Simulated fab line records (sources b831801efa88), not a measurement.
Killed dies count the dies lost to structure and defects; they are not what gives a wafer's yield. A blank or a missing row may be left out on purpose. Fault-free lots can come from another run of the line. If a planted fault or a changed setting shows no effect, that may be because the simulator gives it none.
8D (eight disciplines) problem report, filled in by code + flow sky130 + the parts of the form that need people (team, actions taken, sign-off) are left out

1. THE ISSUE
Mean of killedAtFrontEnd at SKY_PAD_OPEN_PROBE_99: 53 across 6 wafers in 2 lots; on wafers with no fault it is 15 (standard deviation 4.1). That is +9.3 standard deviations from the usual mean.
Seen first at day 49 15:59 on prober-02, wafer L394.2. The record holds 6 wafers of 2 lots with a number at this step. The rule behind "out" and "out of limits": a value lying over 4 standard deviations away from the usual mean. Any other wafer with a number is counted as sound.

2. WHAT IT IS; WHAT IT IS NOT
| question                    | is                     | is not                                                                    |
|-----------------------------|------------------------|---------------------------------------------------------------------------|
| which readings at this step | killedAtFrontEnd       | killed_at_M4_up, killedAtContacts, killedAtOther, killedOpen, killedShort |
| which lots                  | L394, L395             | -                                                                         |
| which wafers of those lots  | all that have a number | -                                                                         |
| read on which tools         | prober-01, prober-02   | -                                                                         |
| when                        | from day 49 15:59      | up to then (0 sound wafers)                                               |

3. WHAT RULES OUT EACH SUSPECT
Counting: any tool at a process step up to the reading is kept as a suspect provided that every lot that is out went through it and no sound lot did after the first of them.
- hdpcvd-02 at SKY_FIELD_ISO_CVD_24 (deposits SiO2, target thk 595 nm, time 99.2 s): kept. It ran every lot that is out, first L394 (day 5 18:23), and no sound lot after that.
The count leaves hdpcvd-02 at SKY_FIELD_ISO_CVD_24.

4. THE CAUSE (what the simulator had put in)
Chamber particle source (hdpcvd-02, SKY_FIELD_ISO_CVD_24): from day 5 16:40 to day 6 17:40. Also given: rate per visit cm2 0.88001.
After counting, this tool was the only one left.

5. SEQUENCE OF EFFECTS, ordered by route
Each row: a reading where the mean over the struck wafers with a number is more than 3 standard deviations away from the usual. Only readings for which the record gives a usual standard deviation are gone through. hours: the time from each lot's start at the first step in this table that gives one to its start at this step, as a median over the lots. sigmas: the change in usual standard deviations.
| hours | step                  | reading          | usual | on struck wafers | change | sigmas |
|-------|-----------------------|------------------|-------|------------------|--------|--------|
| 0     | SKY_PAD_OPEN_PROBE_99 | killedAtFrontEnd | 15    | 53               | +38    | +9.3   |
| 0     | SKY_PAD_OPEN_PROBE_99 | killedDies       | 85    | 115              | +30    | +3.4   |
Its process steps:
- SKY_PAD_OPEN_PROBE_99

6. WHAT WOULD HAVE CAUGHT IT SOONER
1055 hours passed between the start of the fault at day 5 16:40 and the first reading out of limits in this record, taken at day 49 15:59.
Tool readings at SKY_FIELD_ISO_CVD_24 with a usual standard deviation given in the record: none out on any struck wafer, hence no alarm at a limit of 4 standard deviations on them.
Each of the lots that are out, 2 in all, had begun SKY_FIELD_ISO_CVD_24 on hdpcvd-02 no later than day 49 15:59. Tool hold at that time: it would have spared none of them.
